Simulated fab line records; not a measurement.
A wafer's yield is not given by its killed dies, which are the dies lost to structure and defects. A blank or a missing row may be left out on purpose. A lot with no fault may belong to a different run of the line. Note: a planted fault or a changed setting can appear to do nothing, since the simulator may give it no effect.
Split-lot trial | flow gf180mcu | 5 lots, 23 wafers read, on a route of 602 steps

== ON THE SPLIT ==
At GF_V1_CVD_02 (deposits SiO2 from TEOS, target thk 850 nm, time 94.851 s), the setting time_s was moved away from the recipe's 94.851 s on 8 of the 23 wafers read, by -14.0% to -8.3%. For the rest of the wafers, this setting stayed at what the recipe calls for.

The file shows no step between the split and the reading.

== THE READING ==
Values of V1_CVD_02_THK in nm from GF_V1_THK_MEAS_03. On this fab line, fault-free wafers typically give 847 nm with a standard deviation of 9.8 nm.

wafer  | tool, chamber at the split | time_s as run, s | against the recipe | V1_CVD_02_THK, nm | against lot-mates on the recipe
L076.1 | pecvd-02, 0                | 94.851           | recipe             | 848               | -
L076.2 | pecvd-02, 2                | 94.851           | recipe             | 841               | -
L076.3 | pecvd-02, 1                | 94.851           | recipe             | 852               | -
L076.4 | pecvd-02, 2                | 94.851           | recipe             | 854               | -
L076.5 | pecvd-02, 0                | 94.851           | recipe             | 859               | -
L078.2 | pecvd-02, 1                | 94.851           | recipe             | 846               | -
L078.3 | pecvd-02, 0                | 94.851           | recipe             | 836               | -
L078.4 | pecvd-02, 1                | 81.53            | -14.0%             | 744               | -99
L078.5 | pecvd-02, 0                | 81.53            | -14.0%             | 732               | -111
L078.6 | pecvd-02, 2                | 94.851           | recipe             | 846               | -
L079.1 | pecvd-03, 0                | 94.851           | recipe             | 826               | -
L079.4 | pecvd-03, 2                | 94.851           | recipe             | 854               | -
L079.5 | pecvd-03, 0                | 94.851           | recipe             | 845               | -
L082.1 | pecvd-03, 2                | 94.851           | recipe             | 843               | -
L082.2 | pecvd-03, 0                | 86.98            | -8.3%              | 766               | -65
L082.3 | pecvd-03, 1                | 94.851           | recipe             | 819               | -
L082.5 | pecvd-03, 1                | 86.98            | -8.3%              | 772               | -59
L082.6 | pecvd-03, 2                | 86.98            | -8.3%              | 775               | -56
L084.1 | pecvd-03, 0                | 94.851           | recipe             | 846               | -
L084.2 | pecvd-03, 2                | 86.12            | -9.2%              | 762               | -80
L084.4 | pecvd-03, 2                | 86.12            | -9.2%              | 769               | -73
L084.5 | pecvd-03, 1                | 94.851           | recipe             | 838               | -
L084.6 | pecvd-03, 0                | 86.12            | -9.2%              | 772               | -70

THE FIT
A straight line over all 23 wafers: V1_CVD_02_THK changes by +7.97 nm for each +1% of time_s; r = +0.97; the points scatter about the line by 9.6 nm.
The same after taking each lot's own level away (the mean of its wafers on the recipe; 23 wafers): +7.58 nm for each +1%; r = +0.98; scatter 7.7 nm.
The reading moves by 1.1e+02 nm for the largest change in time_s, on that fit.
From 831.0 to 850.8 nm: that is the span of the lots' own levels, equal to 2.0 times the standard deviation above.
Hence the lot-to-lot level has little effect on the slope; both slopes agree.
Check: for one of the wafers moved furthest among these (-14.0%), held out of the fit, the line's prediction against its lot-mates is -109 nm. It came out at -98.7 nm against them.

== THE WHOLE CHAIN: every reading that the file lists as answering this split, in the file's order ==
step              | what it does                                              | reading                                                                   | change (the file's fit)              | r (the file's)
GF_V1_CVD_02      | deposits SiO2 from TEOS, target thk 850 nm, time 94.851 s | SiO2_of_V1_CVD_02.thk_nm (the simulator's own value, which no gauge read) | +7.61 nm for each +1% of the setting | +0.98
GF_V1_THK_MEAS_03 |                                                           | V1_CVD_02_THK                                                             | +7.6 for each +1% of the setting     | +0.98
GF_V1_CMP_04      | polishes SiO2                                             | time_to_endpoint_s                                                        | withheld for each +1% of the setting | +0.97

== FILE'S OWN FIT ==
V1_CVD_02_THK changes by +7.6 nm for each +1% of time_s, r = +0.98.
